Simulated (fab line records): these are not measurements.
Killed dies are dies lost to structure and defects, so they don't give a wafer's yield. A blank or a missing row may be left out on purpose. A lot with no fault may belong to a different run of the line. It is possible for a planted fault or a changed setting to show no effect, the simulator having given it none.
Comparing a struck lot with a sound one -- flow sky130 -- 44 out of 708 route steps
Sound: these wafers, L637.2, L637.4, L637.6. Struck: wafers L648.1, L648.6. (L648.4 of the same lot was not struck and is left out.) The cause comes at the end.
Each step with rows lists, per side, the tool, then ch with its chambers, then its first start. Under that, the readings that differ: sound wafers -- struck wafers -- difference of the means -- sigmas: that difference in standard deviations of wafers without a fault.
alike: words and numbers the same on both sides, and readings whose means are apart by under 2 such deviations; not compared: readings that were withheld, readings missing a value for some wafer, numbers with overlapping values and no deviation given by the record, and bounds like >300 which may hide the same value.
A row with sigmas, a row that says differs or no value, or rows on one side alone: a step with any of these is where the two part. When numbers do not overlap yet have no deviation, they are printed without sigmas and do not part them. A reading missing from all wafers of one side parts the sides only when that side holds two or more wafers.

first, 1 step without rows for these wafers: SKY_VIA2_ETCH_15 (etches SiO2 in C4F8/O2/Ar, stops on TiN, target depth 546 nm, time 84 s).
SKY_VIA2_STRIP_16: strips in O2/N2.
  sound on plasma-asher-03 ch 1, day 39 00:01; struck on plasma-asher-04 ch 1, day 42 08:31
  alike: drypump-motor-current-A, oes-product-au, strip-time-to-endpoint-s
  not compared: rf-hours-counter-h
then, 5 steps without rows for these wafers: SKY_VIA2_STRIP_17 (strips in post etch residue remover, time 1200 s); SKY_VIA2_CLEAN_18 (cleans in IPA, time 180 s); SKY_VIA2_CLEAN_19 (cleans in O3/DIW); SKY_VIA2_SPUTTER_20 (material TiN, target thk 20 nm, time 80 s); SKY_VIA2_CVD_21 (deposits W, target thk 420 nm, time 126.4 s).
SKY_VIA2_RS_MEAS_22: measures by four-point-probe.
  sound on film-metro-02, day 39 00:50; struck on film-metro-02, day 42 09:22
  alike: VIA2_W_RS
SKY_VIA2_THK_MEAS_23: measures by xrf.
  sound on film-metro-02, day 39 00:56; struck on film-metro-02, day 42 09:29
  alike: VIA2_W_THK
then, 3 steps without rows for these wafers: SKY_VIA2_CMP_24 (polishes, stops on SiO2, t overpolish 20 s, target thk 0 nm); SKY_METAL3_SPUTTER_00 (material Ti, target thk 15 nm, time 10 s); SKY_METAL3_SPUTTER_01 (material TiN, target thk 20 nm, time 16.7 s).
SKY_METAL3_SPUTTER_02: material AlCu, target thk 735 nm, time 39.1 s.
  sound on pvd-sputter-01, day 39 01:20; struck on pvd-sputter-01, day 42 10:14
reading,sound,struck,difference,sigmas
cathode-dc-power-W (W),10600 10605 10602,9649.5 9649.3,-952.9,-99 or more
model.AlCu_of_METAL3_SPUTTER_02.thk-nm (nm),735.7 727.1 729.3,663.7 658.9,-69.4,
  alike: throttle-valve-pct
then, 1 step without rows for these wafers: SKY_METAL3_SPUTTER_03 (material Ti, target thk 5 nm, time 3.3 s).
SKY_METAL3_SPUTTER_04: material TiN, target thk 70 nm, time 58.3 s.
  sound on pvd-sputter-01, day 39 01:24; struck on pvd-sputter-01, day 42 10:17
reading,sound,struck,difference,sigmas
cathode-dc-power-W (W),6501.4 6497.7 6498.0,6501.3 6502.1,+2.7,+2
  alike: throttle-valve-pct
SKY_CAPM_CVD_00: deposits SiO2, target thk 15.5 nm.
  sound on pecvd-03 ch 0,1,2, day 39 01:27; struck on pecvd-03 ch 0,1, day 42 10:20
  alike: heater-power-w
SKY_CAPM_THK_MEAS_01:
  sound on film-metro-04, day 39 01:29; struck on film-metro-02, day 42 10:22
  alike: CAPM_CVD_00_THK
then, 1 step without rows for these wafers: SKY_CAPM_SPUTTER_02 (material TiN, target thk 200 nm, time 166.7 s).
SKY_CAPM_RS_MEAS_03: measures by four-point-probe.
  sound on film-metro-03, day 39 01:40; struck on film-metro-04, day 42 10:32
  alike: CAPM_TIN_RS
SKY_CAPM_THK_MEAS_04: measures by xrf.
  sound on film-metro-03, day 39 01:46; struck on film-metro-04, day 42 10:39
  alike: CAPM_TIN_THK
then, 7 steps without rows for these wafers: SKY_CAPM_DEHYDRATE_05 (time 60 s); SKY_CAPM_HMDS_06 (prime time 60 s); SKY_CAPM_COAT_07 (resist thk 1140 nm); SKY_CAPM_SOFTBAKE_08 (time 60 s); SKY_CAPM_EXPOSE_09 (exposes mask CAPM, target cd 1000 nm); SKY_CAPM_PEB_10; SKY_CAPM_DEVELOP_11 (develop time 60 s).
SKY_CAPM_OVL_MEAS_12:
  sound on overlay-02, day 40 01:56; struck on overlay-02, day 43 09:14
  alike: CAPM_OVL
SKY_CAPM_METAL_ETCH_13: etches TiN in Cl2/BCl3, stops on SiO2, target depth 220 nm, time 62.9 s.
  sound on rie-metal-01 ch 0,1, day 40 01:58; struck on rie-metal-03 ch 0,1, day 43 09:16
  alike: drypump-motor-current-A, oes-product-au, throttle-valve-pct
  not compared: rf-hours-counter-h
SKY_CAPM_STRIP_14: strips in O2/N2.
  sound on plasma-asher-04 ch 1, day 40 02:03; struck on plasma-asher-01 ch 0,1, day 43 09:21
  alike: drypump-motor-current-A, oes-product-au, strip-time-to-endpoint-s
  not compared: rf-hours-counter-h
then, 11 steps without rows for these wafers: SKY_CAPM_STRIP_15 (strips in post etch residue remover, time 1200 s); SKY_CAPM_CLEAN_16 (cleans in IPA, time 180 s); SKY_CAPM_CLEAN_17 (cleans in O3/DIW); SKY_METAL3_DEHYDRATE_05 (time 60 s); SKY_METAL3_HMDS_06 (prime time 60 s); SKY_METAL3_COAT_07 (resist thk 60 nm); SKY_METAL3_COAT_08 (resist thk 1140 nm); SKY_METAL3_SOFTBAKE_09 (time 90 s); SKY_METAL3_EXPOSE_10 (exposes mask MM3, target cd 300 nm); SKY_METAL3_PEB_11; SKY_METAL3_DEVELOP_12 (develop time 60 s).
SKY_METAL3_CD_MEAS_13: the cd target is 300 nm.
  sound on cd-sem-02, day 41 02:30; struck on cd-sem-02, day 44 08:57
  alike: cd-nm
SKY_METAL3_METAL_ETCH_18: etches the open film in Cl2/BCl3, stops on SiO2, target depth 845 nm, time 183.1 s.
  sound on rie-metal-04 ch 0, day 41 02:47; struck on rie-metal-04 ch 0,1, day 44 09:15
reading,sound,struck,difference,sigmas
oes-product-au (a.u.),0.866 0.858 0.860,0.833 0.817,-0.036,-6
  alike: drypump-motor-current-A, throttle-valve-pct
  not compared: rf-hours-counter-h
-- the record jumps here: 6 days lie between the struck wafers' starts before and after (it left off in module METAL3 and takes up again in module PAD_OPEN, whose first step shown is number 708 of the route) --
SKY_PAD_OPEN_PROBE_99:
  sound on prober-01, day 48 00:46; struck on prober-02, day 50 11:29
reading,sound,struck,difference,sigmas
model.etest.met3.line-ohm-um,0.1422 0.1453 0.1434,0.1566 0.1599,+0.0146,
model.etest.met3.rs-ohm-sq,0.04245 0.04298 0.04308,0.04728 0.0478,+0.00470,
  alike: defect-limited-yield, killed_at_M0_to_M3, killed_at_M4_up, killed-at-contacts, killed-at-front-end, killed-at-other, killed-dies, killed-on-rim, killed-open, killed-short, sort_bin_3_pad_short, sort_bin_5_function, sort_bin_6_memory, sort-n-pass, sort-yield-pct

## WHERE THEY PART
First at SKY_METAL3_SPUTTER_02; last, within this record, at SKY_METAL3_METAL_ETCH_18. Later steps at which nothing parts them and some readings are alike: SKY_PAD_OPEN_PROBE_99.

WHY: the cause the simulator had injected
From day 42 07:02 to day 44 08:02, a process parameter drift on pvd-sputter-01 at SKY_METAL3_SPUTTER_02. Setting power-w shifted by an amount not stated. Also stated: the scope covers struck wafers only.
